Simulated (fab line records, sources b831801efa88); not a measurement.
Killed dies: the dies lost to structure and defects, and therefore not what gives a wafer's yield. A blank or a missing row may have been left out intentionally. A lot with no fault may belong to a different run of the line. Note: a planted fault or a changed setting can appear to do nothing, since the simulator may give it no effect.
Problem report in the 8D (eight disciplines) form, filled by code ; flow sfq-line ; the parts of the form that need people (team, actions taken, sign-off) are left out

## 1. WHAT IS WRONG
run-length-s at SFQ_TRILAYER_I1_DEP_PECVD_045 reads a mean of 146.8 s on 3 wafers of 3 lots; wafers without a fault read 139.1 s with a standard deviation of 0.57. Measured from the usual mean, that is +14 standard deviations.
The step: deposits SiO2 from SiH4/N2O, time 111.11 s, target thk 500 nm.
First observed at day 26 20:27: wafer L818.4, on pecvd-04. Wafers with a number at this step in the record: 43, from 15 lots. The rule behind "out" and "out of limits": a value lying over 4 standard deviations away from the usual mean. The rest of the wafers with a number are treated as sound.

## 2. WHAT IT IS, WHAT IT ISN'T
question;is;is not
which readings at this step;run-length-s;heater-power-w, throttle-valve-pct
which lots;L818, L821, L824;L805, L807, L808, L809, L810, L811, L812, L813, L814, L816, L826, L828
which wafers of those lots;L818.4, L821.4, L824.4;L818.5, L821.3, L821.5, L824.5
read on which tools;pecvd-04;pecvd-01, pecvd-02
when;from day 26 20:27;"up to then (31 sound wafers); but 9 sound wafers of L821, L824, L826, L828 came after"

## 3. WHAT RULES OUT EACH SUSPECT
Counting: if a tool at a process step up to the reading ran every lot that is out, it stays a suspect. Sound lots after the first of them don't rule it out here, since some wafers of a struck lot are sound.
- pecvd-04 at SFQ_TRILAYER_I1_DEP_PECVD_045 (deposits SiO2 from SiH4/N2O, time 111.11 s, target thk 500 nm): kept. It ran every lot that is out, first L818 (day 26 20:27); its last sound lot up to then is L816 (day 26 18:01). Out on those wafers are its own readings of run-length-s.
- The sound lot-mates ran in chamber 2 of pecvd-04 at SFQ_TRILAYER_I1_DEP_PECVD_045, but the wafers that are out ran in chamber 0.
After counting, what remains is pecvd-04 at SFQ_TRILAYER_I1_DEP_PECVD_045.

## 4. THE CAUSE (what the simulator had put in)
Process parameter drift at SFQ_TRILAYER_I1_DEP_PECVD_045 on pecvd-04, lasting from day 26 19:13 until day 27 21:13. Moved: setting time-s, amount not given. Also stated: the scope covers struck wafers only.
After counting, this tool was the only one left.

## 5. THE CHAIN OF EFFECTS, in route order
One row per reading whose mean, taken over the struck wafers that have a number, lies over 3 standard deviations from the usual. Scope: only readings with a usual standard deviation given in the record; hours: median across lots of the time from each lot's start at the first step in this table that gives one to its start at this step; sigmas: change in usual standard deviations.
hours;step;reading;usual;on struck wafers;change;sigmas
0;SFQ_TRILAYER_I1_DEP_PECVD_045;run-length-s;139.1 s;146.8;+7.7;+14
4;SFQ_TRILAYER_I1_CMP_CMP_046;time-to-endpoint-s;215 s;241;+26;+3.4
The process steps in it:
- SFQ_TRILAYER_I1_DEP_PECVD_045: deposits SiO2 from SiH4/N2O, time 111.11 s, target thk 500 nm.
- SFQ_TRILAYER_I1_CMP_CMP_046: polishes SiO2.

## 6. HOW IT WOULD HAVE BEEN CAUGHT EARLIER
In this record the first reading out of limits was taken at day 26 20:27, 1 hour after the fault began at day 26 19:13.
